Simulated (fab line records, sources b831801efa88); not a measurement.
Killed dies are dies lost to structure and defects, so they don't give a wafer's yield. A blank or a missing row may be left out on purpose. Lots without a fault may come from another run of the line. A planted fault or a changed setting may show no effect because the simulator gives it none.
fab line records | flow gf180mcu
record lots=5 wafers=15 last_day=33
route steps=602 shown V5@542 TOP_METAL@567
lots that met no fault: from a run of the same line without faults
start_h: hours from the record's first day to the start of the lot's first wafer shown | wait_h: hours since the lot's step before | " the same as in the row above | L1.1+2: a row that stands for several wafers | - no value, or no start given | * or withheld: withheld | < > ~ a bound
route shown NAME@n: a module of which the file shows steps, and the number in the route of the first | usual: mean/standard deviation of fault-free wafers | same: alike in all rows | chamber/n: place in a boat | sites: the reading at each site | _std_site: their standard deviation | _edge_site: outer sites' mean less inner sites' | radius_mm: how far each site lies from the wafer's centre | mask NAME#n: copy n | behind: the tool/chamber that last shaped the wafer | hold: why the lot was held/for how many hours/how that ended | device: the transistor (n, p or np) that didn't switch | end of line: the same wafers' tests at the end of the route | a step without rows: its recipe alone | killed: dies lost to structure and defects at the first sort, not the wafer's yield | map: a wafer's dies, x killed, . not, _ none there
set.NAME: the setting as run; set.NAME@STEP: as run at that earlier step | model.NAME: the simulator's own value behind a step, which no gauge read
lots at some steps of the route; a table a step, a row a wafer
services: from which hour (start_h, from the record's first day; less than 0 if before it) a tool's chamber was out of use, for how many hours, and why
## steps
# step GF_V5_CVD_02
# recipe material=SiO2 target_thk_nm=1450 precursor=TEOS temp_c=400 time_s=163.28 rf_w=600
# usual heater_power_w=644/100
# columns lot.wafer tool chamber start_h wait_h heater_power_w
L074.1 pecvd-03 1 606.33 0.1 670
L074.4 " 0 " " 421
L074.5 " 1 " " 788
L080.1 pecvd-04 2 659.56 0.1 645
L080.3 " 0 " " 605
L080.6 " 0 " " 659
L081.3 pecvd-03 1 661.32 0.0 734
L081.4 " 1 " " 814
L081.5 " 0 " " 523
L090.1 pecvd-02 2 720.07 0.1 606
L090.2 " 0 " " 764
L090.4 " 1 " " 724
L092.2 pecvd-02 1 740.79 0.0 598
L092.4 " 2 " " 491
L092.6 " 0 " " 618
# step GF_V5_THK_MEAS_03
# recipe reads=SiO2_of_V5_CVD_02
# usual V5_CVD_02_THK=1452/23
# columns lot.wafer tool chamber start_h wait_h V5_CVD_02_THK[nm]
L074.1 film_metro-03 - 606.44 0.1 1430
L074.4 " - " " 1440
L074.5 " - " " 1455
L080.1 film_metro-01 - 659.67 0.1 1439
L080.3 " - " " 1433
L080.6 " - " " 1449
L081.3 film_metro-01 - 661.44 0.1 1441
L081.4 " - " " 1481
L081.5 " - " " 1463
L090.1 film_metro-02 - 720.18 0.1 1484
L090.2 " - " " 1448
L090.4 " - " " 1466
L092.2 film_metro-01 - 740.91 0.1 1458
L092.4 " - " " 1512
L092.6 " - " " 1463
# step GF_V5_CMP_04
# recipe material=SiO2 down_force_psi=4 platen_rpm=60 pad_velocity_m_s=0.94248
# usual motor_current_A=12.4/1
# columns lot.wafer tool chamber start_h wait_h motor_current_A
L074.4 cmp-02 1 606.50 0.0 11.8
L074.1 " 3 " " 12.3
L074.5 " 2 " " 12.3
L080.3 cmp-01 0 659.83 0.1 14.2
L080.1 " 2 " " 13.7
L080.6 " 3 " " 11.5
L081.3 cmp-01 1 661.48 0.0 11.3
L081.4 " 3 " " 11.2
L081.5 " 2 " " 13.2
L090.4 cmp-02 2 720.24 0.0 12.3
L090.1 " 3 " " 12.6
L090.2 " 1 " " 11.1
L092.2 cmp-01 0 740.96 0.0 13.8
L092.4 " 3 " " 10.6
L092.6 " 1 " " 12.1
# step GF_V5_BOW_MEAS_05
# recipe mode=bow
# usual V5_BOW=136/9.7
# columns lot.wafer tool chamber start_h wait_h V5_BOW[um]
L074.1 film_metro-01 - 606.80 0.1 138
L074.4 " - " " 131
L074.5 " - " " 140
L080.1 film_metro-01 - 660.08 0.1 147
L080.3 " - " " 159
L080.6 " - " " 149
L081.3 film_metro-03 - 661.82 0.3 130
L081.4 " - " " 138
L081.5 " - " " 139
L090.1 film_metro-03 - 720.54 0.2 134
L090.2 " - " " 130
L090.4 " - " " 144
L092.2 film_metro-03 - 741.28 0.3 129
L092.4 " - " " 138
L092.6 " - " " 153
# step GF_V5_DEHYDRATE_06
# recipe temp_c=200 time_s=60
# usual heater_power_total_W=160.36/0.12
# columns lot.wafer tool chamber start_h wait_h heater_power_total_W
L074.1 litho_track-04 0 616.19 9.4 160.36
L074.4 " 0 " " 160.31
L074.5 " 0 " " 160.30
L080.1 litho_track-02 0 669.88 9.8 160.33
L080.3 " 0 " " 160.50
L080.6 " 0 " " 160.57
L081.3 litho_track-04 0 671.74 9.9 160.48
L081.4 " 0 " " 160.18
L081.5 " 0 " " 160.26
L090.1 litho_track-03 0 729.51 9.0 160.14
L090.2 " 0 " " 160.40
L090.4 " 0 " " 160.18
L092.2 litho_track-03 0 749.14 7.8 160.48
L092.4 " 0 " " 160.53
L092.6 " 0 " " 160.25
# step GF_V5_HMDS_07
# recipe prime_time_s=60 prime_temp_c=120
# columns lot.wafer tool chamber start_h wait_h
L074.1+4+5 litho_track-04 0 616.34 0.1
L080.1+3+6 litho_track-02 0 670.03 0.1
L081.3+4+5 litho_track-04 0 671.89 0.1
L090.1+2+4 litho_track-03 0 729.66 0.1
L092.2+4+6 litho_track-03 0 749.29 0.1
# step GF_V5_COAT_08
# recipe resist=BARC temp_c=withheld time_s=withheld spin_rpm=withheld resist_thk_nm=withheld
# columns lot.wafer tool chamber start_h wait_h
L074.1+4+5 litho_track-04 0 616.49 0.1
L080.1+3+6 litho_track-02 0 670.18 0.1
L081.3+4+5 litho_track-04 0 672.04 0.1
L090.1+2+4 litho_track-03 0 729.81 0.1
L092.2+4+6 litho_track-03 0 749.44 0.1
# step GF_V5_COAT_09
# recipe resist=KrF spin_rpm=withheld resist_thk_nm=1000
# columns lot.wafer tool chamber start_h wait_h
L074.1+4+5 litho_track-04 0 - -
L080.1+3+6 litho_track-02 0 - -
L081.3+4+5 litho_track-04 0 - -
L090.1+2+4 litho_track-03 0 - -
L092.2+4+6 litho_track-03 0 - -
# step GF_V5_SOFTBAKE_10
# recipe temp_c=130 time_s=60 resist=KrF
# usual heater_power_total_W=93.05/0.057
# columns lot.wafer tool chamber start_h wait_h heater_power_total_W
L074.1 litho_track-04 0 - - 93.03
L074.4 " 0 " " 93.13
L074.5 " 0 " " 93.04
L080.1 litho_track-02 0 - - 93.10
L080.3 " 0 " " 93.01
L080.6 " 0 " " 93.03
L081.3 litho_track-04 0 - - 93.08
L081.4 " 0 " " 93.05
L081.5 " 0 " " 93.05
L090.1 litho_track-03 0 - - 93.12
L090.2 " 0 " " 93.06
L090.4 " 0 " " 93.09
L092.2 litho_track-03 0 - - 93.10
L092.4 " 0 " " 93.15
L092.6 " 0 " " 93.03
# step GF_V5_EXPOSE_11
# recipe mask_id=Via5 target_cd_nm=260 na=0.68 source_shape=conventional sigma_outer=0.6 dose_mj=38
# same na=0.68
# columns lot.wafer tool chamber start_h wait_h mask
L074.1+4+5 krf_scanner-02 0 - - Via5#0
L080.1+3+6 krf_scanner-02 0 - - Via5#0
L081.3+4+5 krf_scanner-01 0 - - Via5#0
L090.1+2+4 krf_scanner-02 0 - - Via5#0
L092.2+4+6 krf_scanner-02 0 - - Via5#0
# step GF_V5_PEB_12
# recipe peb_temp_c=135 peb_time_s=90 resist=KrF
# usual heater_power_total_W=85.69/0.083
# columns lot.wafer tool chamber start_h wait_h heater_power_total_W
L074.1 litho_track-02 0 - - 85.67
L074.4 " 0 " " 85.66
L074.5 " 0 " " 85.65
L080.1 litho_track-02 0 - - 85.72
L080.3 " 0 " " 85.77
L080.6 " 0 " " 85.55
L081.3 litho_track-04 0 - - 85.73
L081.4 " 0 " " 85.60
L081.5 " 0 " " 85.66
L090.1 litho_track-02 0 - - 85.66
L090.2 " 0 " " 85.70
L090.4 " 0 " " 85.55
L092.2 litho_track-02 0 - - 85.68
L092.4 " 0 " " 85.73
L092.6 " 0 " " 85.78
# step GF_V5_DEVELOP_13
# recipe develop_time_s=60 resist=KrF dev_temp_c=21
# columns lot.wafer tool chamber start_h wait_h
L074.1+4+5 litho_track-02 0 627.38 0.2
L080.1+3+6 litho_track-02 0 679.03 0.2
L081.3+4+5 litho_track-04 0 681.19 0.1
L090.1+2+4 litho_track-02 0 738.18 0.2
L092.2+4+6 litho_track-02 0 757.11 0.2
# step GF_V5_CD_MEAS_14
# recipe target_cd_nm=260
# usual cd_nm=260.1/1.1
# columns lot.wafer tool chamber start_h wait_h cd_nm
L074.1 cd_sem-01 - 627.53 0.1 260.7
L074.4 " - " " 260.8
L074.5 " - " " 260.1
L080.1 cd_sem-02 - 679.18 0.1 259.9
L080.3 " - " " 260.1
L080.6 " - " " 258.2
L081.3 cd_sem-01 - 681.33 0.1 259.3
L081.4 " - " " 260.2
L081.5 " - " " 259.3
L090.1 cd_sem-01 - 738.33 0.1 260.4
L090.2 " - " " 261.6
L090.4 " - " " 260.7
L092.2 cd_sem-01 - 757.25 0.1 259.5
L092.4 " - " " 260.0
L092.6 " - " " 259.0
# step GF_V5_OVL_MEAS_15
# usual V5_OVL=4/6
# columns lot.wafer tool chamber start_h wait_h V5_OVL[nm]
L074.1 overlay-01 - 627.65 0.1 15
L074.4 " - " " -5
L074.5 " - " " 4
L080.1 overlay-01 - 679.30 0.1 15
L080.3 " - " " 11
L080.6 " - " " 5
L081.3 overlay-02 - 681.42 0.1 9
L081.4 " - " " -1
L081.5 " - " " 9
L090.1 overlay-01 - 738.45 0.1 2
L090.2 " - " " 0
L090.4 " - " " 9
L092.2 overlay-01 - 757.36 0.1 9
L092.4 " - " " 6
L092.6 " - " " 1
# step GF_V5_ETCH_16
# recipe chemistry=N2/H2 target_depth_a=withheld overetch_a=withheld time_s=withheld target=BARC ion_energy_ev=200 source_w=500 bias_w=100 pressure_mtorr=30 n2_flow_sccm=100 h2_flow_sccm=200
# usual drypump_motor_current_A=5.6/0.38 oes_product_au=0.855/0.0052 throttle_valve_pct=13.223/0.0097
# columns lot.wafer tool chamber start_h wait_h drypump_motor_current_A oes_product_au throttle_valve_pct
L074.1 rie_diel-03 2 627.69 0.0 5.4 0.854 13.245
L074.4 " 3 " " 5.3 0.843 13.219
L074.5 " 0 " " 5.2 0.853 13.221
L080.1 rie_diel-03 0 679.34 0.0 5.2 0.854 13.217
L080.3 " 2 " " 5.4 0.855 13.215
L080.6 " 0 " " 5.2 0.853 13.216
L081.3 rie_diel-03 3 681.45 0.0 5.3 0.851 13.219
L081.4 " 0 " " 5.2 0.855 13.229
L081.5 " 2 " " 5.4 0.858 13.215
L090.1 rie_diel-02 0 738.49 0.0 6.2 0.849 13.218
L090.2 " 3 " " 5.5 0.850 13.223
L090.4 " 1 " " 5.6 0.854 13.213
L092.2 rie_diel-01 3 757.39 0.0 4.8 0.863 13.218
L092.4 " 2 " " 5.8 0.847 13.212
L092.6 " 2 " " 5.8 0.852 13.234
# step GF_V5_ETCH_17
# recipe chemistry=C4F8/O2/Ar mask_material=KrF target=SiO2 stop_on=TiN source_w=1500 bias_w=1200 pressure_mtorr=40 c4f8_flow_sccm=withheld O2_flow_sccm=6 Ar_flow_sccm=300 time_s=withheld target_depth_a=8550
# usual oes_product_au=0.859/0.005
# columns lot.wafer tool chamber start_h wait_h oes_product_au
L074.1 rie_diel-03 2 - - 0.862
L074.4 " 3 " " 0.855
L074.5 " 0 " " 0.853
L080.1 rie_diel-03 0 - - 0.848
L080.3 " 2 " " 0.859
L080.6 " 0 " " 0.863
L081.3 rie_diel-03 3 - - 0.861
L081.4 " 0 " " 0.858
L081.5 " 2 " " 0.857
L090.1 rie_diel-02 0 - - 0.860
L090.2 " 3 " " 0.863
L090.4 " 1 " " 0.865
L092.2 rie_diel-01 3 - - 0.853
L092.4 " 2 " " 0.860
L092.6 " 2 " " 0.855
# step GF_V5_STRIP_18
# recipe chemistry=O2/N2 power_w=1400 pressure_mtorr=1500 platen_temp_c=250 o2_flow_sccm=3000 n2_flow_sccm=300 overash_fraction=0.5
# usual drypump_motor_current_A=5.4/0.39 heater_power_w=339/37 oes_product_au=0.567/0.0058
# columns lot.wafer tool chamber start_h wait_h drypump_motor_current_A heater_power_w oes_product_au rf_hours_counter_h
L074.1 plasma_asher-01 0 627.84 - 5.6 343 0.561 18
L074.4 " 1 " " 4.8 328 0.566 -
L074.5 " 0 " " 5.6 354 0.572 -
L080.1 plasma_asher-01 1 679.49 - 4.9 329 0.568 23
L080.3 " 0 " " 5.6 347 0.568 -
L080.6 " 0 " " 5.6 358 0.570 -
L081.3 plasma_asher-01 1 681.63 - 4.9 324 0.566 -
L081.4 " 0 " " 5.6 357 0.564 -
L081.5 " 0 " " 5.6 350 0.560 -
L090.1 plasma_asher-01 0 738.64 - 5.6 350 0.570 30
L090.2 " 1 " " 4.9 332 0.573 30
L090.4 " 1 " " 4.9 332 0.569 -
L092.2 plasma_asher-03 1 757.54 - 6.1 339 0.559 109
L092.4 " 0 " " 5.4 290 0.566 -
L092.6 " 1 " " 6.1 345 0.578 -
# step GF_V5_STRIP_19
# recipe chemistry=post_etch_residue_remover time_s=1200 temp_c=72.5
# columns lot.wafer tool chamber start_h wait_h
L074.1+4+5 wet_bench-03 3 627.94 0.1
L080.1+3+6 wet_bench-03 3 679.59 0.1
L081.3+4+5 wet_bench-03 2 681.70 0.0
L090.1+2+4 wet_bench-02 3 738.74 0.1
L092.2+4+6 wet_bench-03 1 757.64 0.1
# step GF_V5_CLEAN_20
# recipe chemistry=DIW dry=n2_spin
# columns lot.wafer tool chamber start_h wait_h
L074.1+4+5 wet_bench-01 3 628.28 0.0
L080.1+3+6 wet_bench-02 0 679.97 0.0
L081.3+4+5 wet_bench-01 2 682.07 0.0
L090.1+2+4 wet_bench-01 1 739.08 0.0
L092.2+4+6 wet_bench-02 1 758.01 0.0
# step GF_V5_SPUTTER_21
# recipe material=Ti target_thk_nm=15 chamber_pressure_pa=5 power_w=2500 substrate_temp_c=200 time_s=80.02
# usual throttle_valve_pct=30.0/0.83
# columns lot.wafer tool chamber start_h wait_h throttle_valve_pct
L074.1 pvd_sputter-01 - 628.47 0.0 29.7
L074.4 " - " " 30.5
L074.5 " - " " 30.2
L080.1 pvd_sputter-04 - 680.07 0.0 29.4
L080.3 " - " " 29.5
L080.6 " - " " 29.5
L081.3 pvd_sputter-01 - 682.17 0.0 30.5
L081.4 " - " " 30.8
L081.5 " - " " 29.4
L090.1 pvd_sputter-03 - 739.18 0.0 29.0
L090.2 " - " " 30.8
L090.4 " - " " 29.3
L092.2 pvd_sputter-04 - 758.11 0.0 29.4
L092.4 " - " " 29.7
L092.6 " - " " 29.3
# step GF_V5_SPUTTER_22
# recipe material=TiN target_thk_nm=10 chamber_pressure_pa=5 power_w=4000 time_s=40
# usual throttle_valve_pct=30.0/0.85
# columns lot.wafer tool chamber start_h wait_h throttle_valve_pct
L074.1 pvd_sputter-01 - 628.53 0.0 29.7
L074.4 " - " " 30.9
L074.5 " - " " 30.5
L080.1 pvd_sputter-04 - 680.13 0.0 29.6
L080.3 " - " " 29.4
L080.6 " - " " 29.5
L081.3 pvd_sputter-01 - 682.23 0.0 30.5
L081.4 " - " " 31.3
L081.5 " - " " 29.6
L090.1 pvd_sputter-03 - 739.24 0.0 28.7
L090.2 " - " " 30.9
L090.4 " - " " 29.3
L092.2 pvd_sputter-04 - 758.18 0.0 29.4
L092.4 " - " " 29.6
L092.6 " - " " 29.3
# step GF_V5_CVD_23
# recipe material=W target_thk_nm=350 time_s=104.9 temp_c=400 pressure_torr=40
# usual heater_power_w=830/59
# columns lot.wafer tool chamber start_h wait_h heater_power_w
L074.1 cvd_w-02 0 628.57 0.0 860
L074.4 " 0 " " 869
L074.5 " 1 " " 895
L080.1 cvd_w-02 0 680.17 0.0 825
L080.3 " 0 " " 844
L080.6 " 0 " " 859
L081.3 cvd_w-01 0 682.31 0.1 758
L081.4 " 1 " " 790
L081.5 " 1 " " 798
L090.1 cvd_w-02 0 739.28 0.0 856
L090.2 " 1 " " 909
L090.4 " 0 " " 828
L092.2 cvd_w-01 1 758.21 0.0 808
L092.4 " 1 " " 796
L092.6 " 1 " " 804
# step GF_V5_RS_MEAS_24
# recipe thk_meas_gauge=four-point-probe reads=W_of_V5_CVD_23+TiN_of_V5_SPUTTER_22+Ti_of_V5_SPUTTER_21
# usual V5_W_RS=0.327/0.0035
# columns lot.wafer tool chamber start_h wait_h V5_W_RS[ohm/sq]
L074.1 film_metro-03 - 628.68 0.1 0.328
L074.4 " - " " 0.328
L074.5 " - " " 0.332
L080.1 film_metro-01 - 680.28 0.1 0.326
L080.3 " - " " 0.324
L080.6 " - " " 0.324
L081.3 film_metro-01 - 682.42 0.1 0.332
L081.4 " - " " 0.325
L081.5 " - " " 0.327
L090.1 film_metro-03 - 739.40 0.1 0.325
L090.2 " - " " 0.329
L090.4 " - " " 0.323
L092.2 film_metro-03 - 758.35 0.1 0.327
L092.4 " - " " 0.322
L092.6 " - " " 0.322
# step GF_V5_THK_MEAS_25
# recipe thk_meas_gauge=xrf reads=W_of_V5_CVD_23
# usual V5_W_THK=348/4.4
# columns lot.wafer tool chamber start_h wait_h V5_W_THK[nm]
L074.1 film_metro-03 - 628.80 0.1 342
L074.4 " - " " 343
L074.5 " - " " 341
L080.1 film_metro-01 - 680.40 0.1 347
L080.3 " - " " 349
L080.6 " - " " 347
L081.3 film_metro-01 - 682.52 0.1 341
L081.4 " - " " 346
L081.5 " - " " 345
L090.1 film_metro-03 - 739.52 0.1 351
L090.2 " - " " 344
L090.4 " - " " 353
L092.2 film_metro-03 - 758.46 0.1 348
L092.4 " - " " 356
L092.6 " - " " 354
# step GF_V5_CMP_26
# recipe stop_on=SiO2 down_force_psi=3.5 platen_rpm=60 t_overpolish_s=15 target_thk_nm=0 pad_velocity_m_s=0.94248
# usual motor_current_A=11.4/0.92 overpolish_run_s=14.999/0.0087 time_to_endpoint_s=82/3.9
# columns lot.wafer tool chamber start_h wait_h motor_current_A overpolish_run_s time_to_endpoint_s
L074.1 cmp-02 2 628.86 0.1 11.4 15.005 78
L074.4 " 1 " " 10.6 14.994 81
L074.5 " 2 " " 11.1 14.971 79
L080.3 cmp-02 0 680.51 0.1 11.9 15.009 86
L080.1 " 2 " " 11.2 15.011 78
L080.6 " 3 " " 11.7 14.989 84
L081.4 cmp-02 1 682.66 0.1 10.6 15.006 82
L081.3 " 2 " " 11.2 15.024 74
L081.5 " 0 " " 11.8 15.005 85
L090.1 cmp-01 2 739.58 0.1 12.4 14.997 84
L090.4 " 3 " " 10.2 14.998 87
L090.2 " 0 " " 13.2 14.985 78
L092.4 cmp-02 2 758.56 0.1 11.9 15.006 74
L092.2 " 3 " " 11.9 14.993 80
L092.6 " 1 " " 10.3 15.002 80
# step GF_TOP_METAL_SPUTTER_00
# recipe material=Ti target_thk_nm=37.5 arriving_ion_energy_ev=80 substrate_temp_c=200 chamber_pressure_pa=2 power_w=4000 time_s=150
# usual throttle_valve_pct=30.3/0.92
# columns lot.wafer tool chamber start_h wait_h throttle_valve_pct
L074.1 pvd_sputter-03 - 629.16 0.2 30.4
L074.4 " - " " 29.2
L074.5 " - " " 28.7
L080.1 pvd_sputter-01 - 680.76 0.1 30.5
L080.3 " - " " 29.4
L080.6 " - " " 30.9
L081.3 pvd_sputter-01 - 682.86 0.1 29.9
L081.4 " - " " 30.7
L081.5 " - " " 30.2
L090.1 pvd_sputter-02 - 739.88 0.2 32.4
L090.2 " - " " 30.6
L090.4 " - " " 29.8
L092.2 pvd_sputter-01 - 758.81 0.1 30.7
L092.4 " - " " 30.6
L092.6 " - " " 31.2
# step GF_TOP_METAL_SPUTTER_01
# recipe material=TiN target_thk_nm=30 power_w=6500 time_s=25 chamber_pressure_pa=0.4
# usual throttle_valve_pct=30.4/0.93
# columns lot.wafer tool chamber start_h wait_h throttle_valve_pct
L074.1 pvd_sputter-03 - 629.26 0.1 30.1
L074.4 " - " " 29.4
L074.5 " - " " 29.0
L080.1 pvd_sputter-01 - 680.86 0.1 30.2
L080.3 " - " " 29.6
L080.6 " - " " 31.1
L081.3 pvd_sputter-01 - 682.96 0.1 29.5
L081.4 " - " " 31.1
L081.5 " - " " 30.5
L090.1 pvd_sputter-02 - 739.98 0.1 32.5
L090.2 " - " " 30.4
L090.4 " - " " 29.8
L092.2 pvd_sputter-01 - 758.91 0.1 30.7
L092.4 " - " " 30.4
L092.6 " - " " 31.0
# step GF_TOP_METAL_SPUTTER_02
# recipe material=AlCu target_thk_nm=900 power_w=10600 chamber_pressure_pa=0.3 substrate_temp_c=250 gas=Ar time_s=47.82
# usual throttle_valve_pct=30.4/0.93
# columns lot.wafer tool chamber start_h wait_h throttle_valve_pct
L074.1 pvd_sputter-03 - 629.29 0.0 30.1
L074.4 " - " " 29.3
L074.5 " - " " 29.0
L080.1 pvd_sputter-01 - 680.89 0.0 30.7
L080.3 " - " " 30.0
L080.6 " - " " 30.9
L081.3 pvd_sputter-01 - 683.00 0.0 30.0
L081.4 " - " " 31.2
L081.5 " - " " 30.4
L090.1 pvd_sputter-02 - 740.01 0.0 32.6
L090.2 " - " " 30.6
L090.4 " - " " 29.8
L092.2 pvd_sputter-01 - 758.94 0.0 30.7
L092.4 " - " " 30.2
L092.6 " - " " 31.1
# step GF_TOP_METAL_SPUTTER_03
# recipe material=Ti target_thk_nm=5 substrate_temp_c=300 chamber_pressure_pa=0.3 power_w=3000 time_s=3.3
# usual throttle_valve_pct=30.4/0.92
# columns lot.wafer tool chamber start_h wait_h throttle_valve_pct
L074.1 pvd_sputter-03 - 629.33 0.0 30.3
L074.4 " - " " 29.5
L074.5 " - " " 29.1
L080.1 pvd_sputter-01 - 680.93 0.0 30.5
L080.3 " - " " 29.6
L080.6 " - " " 30.9
L081.3 pvd_sputter-01 - 683.04 0.0 29.8
L081.4 " - " " 30.9
L081.5 " - " " 30.4
L090.1 pvd_sputter-02 - 740.05 0.0 32.5
L090.2 " - " " 30.6
L090.4 " - " " 30.1
L092.2 pvd_sputter-01 - 758.98 0.0 30.7
L092.4 " - " " 30.5
L092.6 " - " " 30.8
# step GF_TOP_METAL_SPUTTER_04
# recipe material=TiN target_thk_nm=25 power_w=6500 time_s=20.8 chamber_pressure_pa=0.4
# usual throttle_valve_pct=30.3/0.91
# columns lot.wafer tool chamber start_h wait_h throttle_valve_pct
L074.1 pvd_sputter-03 - 629.35 0.0 30.4
L074.4 " - " " 29.0
L074.5 " - " " 29.0
L080.1 pvd_sputter-01 - 680.95 0.0 30.6
L080.3 " - " " 29.6
L080.6 " - " " 30.9
L081.3 pvd_sputter-01 - 683.06 0.0 29.9
L081.4 " - " " 30.7
L081.5 " - " " 30.6
L090.1 pvd_sputter-02 - 740.07 0.0 32.5
L090.2 " - " " 30.6
L090.4 " - " " 29.8
L092.2 pvd_sputter-01 - 759.00 0.0 30.9
L092.4 " - " " 30.4
L092.6 " - " " 31.0
# step GF_TOP_METAL_RS_MEAS_05
# recipe thk_meas_gauge=four-point-probe reads=TiN_of_TOP_METAL_SPUTTER_04+Ti_of_TOP_METAL_SPUTTER_03+AlCu_of_TOP_METAL_SPUTTER_02+TiN_of_TOP_METAL_SPUTTER_01+Ti_of_TOP_METAL_SPUTTER_00
# usual TOP_METAL_ALCU_RS=0.0326/0.00046
# columns lot.wafer tool chamber start_h wait_h TOP_METAL_ALCU_RS[ohm/sq]
L074.1 film_metro-04 - 629.38 0.0 0.0326
L074.4 " - " " 0.0329
L074.5 " - " " 0.0329
L080.1 film_metro-04 - 680.98 0.0 0.0319
L080.3 " - " " 0.0326
L080.6 " - " " 0.0320
L081.3 film_metro-03 - 683.13 0.1 0.0327
L081.4 " - " " 0.0319
L081.5 " - " " 0.0319
L090.1 film_metro-03 - 740.10 0.0 0.0334
L090.2 " - " " 0.0330
L090.4 " - " " 0.0326
L092.2 film_metro-04 - 759.05 0.0 0.0325
L092.4 " - " " 0.0318
L092.6 " - " " 0.0319
# step GF_TOP_METAL_THK_MEAS_06
# recipe thk_meas_gauge=xrf reads=AlCu_of_TOP_METAL_SPUTTER_02
# usual TOP_METAL_ALCU_THK=894/13
# columns lot.wafer tool chamber start_h wait_h TOP_METAL_ALCU_THK[nm]
L074.1 film_metro-04 - 629.50 0.1 889
L074.4 " - " " 886
L074.5 " - " " 878
L080.1 film_metro-04 - 681.10 0.1 907
L080.3 " - " " 890
L080.6 " - " " 912
L081.3 film_metro-03 - 683.23 0.1 889
L081.4 " - " " 916
L081.5 " - " " 917
L090.1 film_metro-03 - 740.22 0.1 871
L090.2 " - " " 882
L090.4 " - " " 898
L092.2 film_metro-04 - 759.16 0.1 894
L092.4 " - " " 914
L092.6 " - " " 917
# step GF_TOP_METAL_DEHYDRATE_07
# recipe temp_c=200 time_s=60
# usual heater_power_total_W=160.37/0.11
# columns lot.wafer tool chamber start_h wait_h heater_power_total_W
L074.1 litho_track-01 0 638.00 8.5 160.33
L074.4 " 0 " " 160.53
L074.5 " 0 " " 160.55
L080.1 litho_track-01 0 690.25 9.1 160.41
L080.3 " 0 " " 160.41
L080.6 " 0 " " 160.43
L081.3 litho_track-04 0 692.14 8.9 160.34
L081.4 " 0 " " 160.34
L081.5 " 0 " " 160.18
L090.1 litho_track-01 0 748.50 8.3 160.27
L090.2 " 0 " " 160.49
L090.4 " 0 " " 160.48
L092.2 litho_track-01 0 767.17 8.0 160.48
L092.4 " 0 " " 160.44
L092.6 " 0 " " 160.35
# step GF_TOP_METAL_HMDS_08
# recipe prime_time_s=60 prime_temp_c=120
# columns lot.wafer tool chamber start_h wait_h
L074.1+4+5 litho_track-01 0 638.15 0.1
L080.1+3+6 litho_track-01 0 690.40 0.1
L081.3+4+5 litho_track-04 0 692.29 0.1
L090.1+2+4 litho_track-01 0 748.65 0.1
L092.2+4+6 litho_track-01 0 767.32 0.1
# step GF_TOP_METAL_COAT_09
# recipe resist=NOVOLAK spin_rpm=3000 resist_thk_nm=1500
# columns lot.wafer tool chamber start_h wait_h
L074.1+4+5 litho_track-01 0 638.30 0.1
L080.1+3+6 litho_track-01 0 690.55 0.1
L081.3+4+5 litho_track-04 0 692.44 0.1
L090.1+2+4 litho_track-01 0 748.80 0.1
L092.2+4+6 litho_track-01 0 767.47 0.1
# step GF_TOP_METAL_SOFTBAKE_10
# recipe temp_c=90 time_s=60 resist=NOVOLAK
# usual heater_power_total_W=56.60/0.041
# columns lot.wafer tool chamber start_h wait_h heater_power_total_W
L074.1 litho_track-01 0 638.45 0.1 56.55
L074.4 " 0 " " 56.55
L074.5 " 0 " " 56.58
L080.1 litho_track-01 0 690.70 0.1 56.61
L080.3 " 0 " " 56.63
L080.6 " 0 " " 56.60
L081.3 litho_track-04 0 692.59 0.1 56.58
L081.4 " 0 " " 56.58
L081.5 " 0 " " 56.67
L090.1 litho_track-01 0 748.95 0.1 56.64
L090.2 " 0 " " 56.50
L090.4 " 0 " " 56.57
L092.2 litho_track-01 0 767.62 0.1 56.57
L092.4 " 0 " " 56.68
L092.6 " 0 " " 56.53
# step GF_TOP_METAL_EXPOSE_11
# recipe mask_id=MetalTop target_cd_nm=440 na=0.6 source_shape=conventional sigma_outer=0.6 dose_mj=170
# same na=0.6
# columns lot.wafer tool chamber start_h wait_h mask
L074.1+4+5 iline_stepper-01 0 - - MetalTop#0
L080.1+3+6 iline_stepper-02 0 - - MetalTop#0
L081.3+4+5 iline_stepper-01 0 - - MetalTop#0
L090.1+2+4 iline_stepper-02 0 - - MetalTop#0
L092.2+4+6 iline_stepper-01 0 - - MetalTop#0
# step GF_TOP_METAL_PEB_12
# recipe temp_c=withheld time_s=* resist=NOVOLAK
# columns lot.wafer tool chamber start_h wait_h
L074.1+4+5 litho_track-01 0 - -
L080.1+3+6 litho_track-04 0 - -
L081.3+4+5 litho_track-01 0 - -
L090.1+2+4 litho_track-03 0 - -
L092.2+4+6 litho_track-03 0 - -
# step GF_TOP_METAL_DEVELOP_13
# recipe develop_time_s=60 dev_temp_c=23
# columns lot.wafer tool chamber start_h wait_h
L074.1+4+5 litho_track-01 0 649.15 0.1
L080.1+3+6 litho_track-04 0 699.49 0.1
L081.3+4+5 litho_track-01 0 701.05 0.1
L090.1+2+4 litho_track-03 0 756.26 0.1
L092.2+4+6 litho_track-03 0 774.44 0.1
# step GF_TOP_METAL_CD_MEAS_14
# recipe target_cd_nm=440
# usual cd_nm=440.5/2.2
# columns lot.wafer tool chamber start_h wait_h cd_nm
L074.1 cd_sem-02 - 649.30 0.1 443.8
L074.4 " - " " 440.7
L074.5 " - " " 442.3
L080.1 cd_sem-01 - 699.64 0.1 441.0
L080.3 " - " " 441.0
L080.6 " - " " 440.4
L081.3 cd_sem-01 - 701.19 0.1 442.1
L081.4 " - " " 442.8
L081.5 " - " " 443.2
L090.1 cd_sem-02 - 756.41 0.1 439.3
L090.2 " - " " 440.4
L090.4 " - " " 439.0
L092.2 cd_sem-02 - 774.58 0.1 445.0
L092.4 " - " " 441.9
L092.6 " - " " 443.4
## services
# columns tool chamber start_h hours kind
cmp-01 - 584.73 0.4 repair
pvd_sputter-02 - 592.74 2.0 repair
rie_diel-03 - 593.41 0.2 repair
cmp-02 - 603.09 0.8 repair
cmp-02 - 603.60 2.5 repair
pvd_sputter-03 - 634.51 2.5 repair
pvd_sputter-04 - 635.54 5.4 repair
cmp-02 - 664.20 0.4 repair
pvd_sputter-01 - 669.01 8.0 repair
rie_diel-03 1 673.01 22.7 repair
krf_scanner-02 - 679.66 15.1 repair
krf_scanner-02 - 694.78 1.3 pm
pvd_sputter-01 - 694.80 3.5 repair
krf_scanner-02 - 711.80 1.1 repair
krf_scanner-02 - 714.41 0.8 pm
krf_scanner-02 - 718.80 0.2 repair
cmp-01 - 721.27 1.6 repair
cmp-02 - 724.98 0.7 repair
cmp-01 - 729.60 1.8 repair
rie_diel-03 - 735.56 0.5 repair
pvd_sputter-01 - 739.03 3.0 repair
cmp-01 - 744.09 4.0 pm
cmp-02 - 748.33 7.0 pm
rie_diel-03 1 774.32 12.3 repair
## key
fault none
